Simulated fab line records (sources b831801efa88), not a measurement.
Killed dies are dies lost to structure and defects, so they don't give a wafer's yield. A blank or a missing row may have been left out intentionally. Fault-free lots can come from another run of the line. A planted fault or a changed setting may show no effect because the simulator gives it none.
Chamber matching / flow sky130 / SKY_VIA1_CMP_02 on cmp-01: 4 sister chambers
The step polishes SiO2. 14 wafers are shown with their chamber, then 7 later ones without.

== WAFERS PAIRED WITH THEIR CHAMBERS ==
wafer=L966.1; chamber=3; motor-current-A (A)=11.2
wafer=L966.3; chamber=0; motor-current-A (A)=12.3
wafer=L966.4; chamber=1; motor-current-A (A)=11.9
wafer=L970.3; chamber=3; motor-current-A (A)=11.9
wafer=L970.5; chamber=3; motor-current-A (A)=12.8
wafer=L970.6; chamber=0; motor-current-A (A)=13.1
wafer=L971.1; chamber=1; motor-current-A (A)=12.0
wafer=L971.3; chamber=2; motor-current-A (A)=11.4
wafer=L971.4; chamber=3; motor-current-A (A)=11.4
wafer=L972.3; chamber=3; motor-current-A (A)=12.2
wafer=L972.5; chamber=1; motor-current-A (A)=12.0
wafer=L972.6; chamber=2; motor-current-A (A)=11.3
wafer=L974.1; chamber=3; motor-current-A (A)=12.2
wafer=L974.2; chamber=0; motor-current-A (A)=13.1

SIGNATURES (means of the wafers above)
reading=motor-current-A; chamber 0=12.833; chamber 1=11.967; chamber 2=11.350; chamber 3=11.950; scatter within a chamber=0.464
Rule: a wafer's distance from a chamber is the root of the sum, over the readings, of the square of ((its reading less the chamber's mean) divided by the reading's scatter). If the next closest chamber is less than 2 further off than the closest, the wafer can't be placed; otherwise it belongs to the closest. How the scatter is found: for the shown wafers, subtract from each reading the mean of its chamber, square and add these, divide the total by (wafers less chambers), then take the root.

== WAFERS MISSING THEIR CHAMBER ==
wafer=L974.5; motor-current-A (A)=11.5
wafer=L977.1; motor-current-A (A)=11.5
wafer=L977.4; motor-current-A (A)=13.8
wafer=L977.6; motor-current-A (A)=13.3
wafer=L982.1; motor-current-A (A)=12.3
wafer=L982.4; motor-current-A (A)=12.5
wafer=L982.6; motor-current-A (A)=12.0

== WHICH CHAMBER EACH ONE RAN IN ==
wafer=L974.5; from the rows above=can't be placed: 2 or 3 or 1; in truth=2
wafer=L977.1; from the rows above=can't be placed: 2 or 3 or 1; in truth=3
wafer=L977.4; from the rows above=can't be placed: 0 or 1 or 3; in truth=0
wafer=L977.6; from the rows above=can't be placed: 0 or 1 or 3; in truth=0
wafer=L982.1; from the rows above=can't be placed: 1 or 3 or 0 or 2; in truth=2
wafer=L982.4; from the rows above=can't be placed: 0 or 1 or 3 or 2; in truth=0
wafer=L982.6; from the rows above=can't be placed: 1 or 3 or 2 or 0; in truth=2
Placed correctly: 0 of 7. Cannot be placed on the basis of these rows: 7; the candidates contain the true chamber in 7. Wrongly placed: 0.
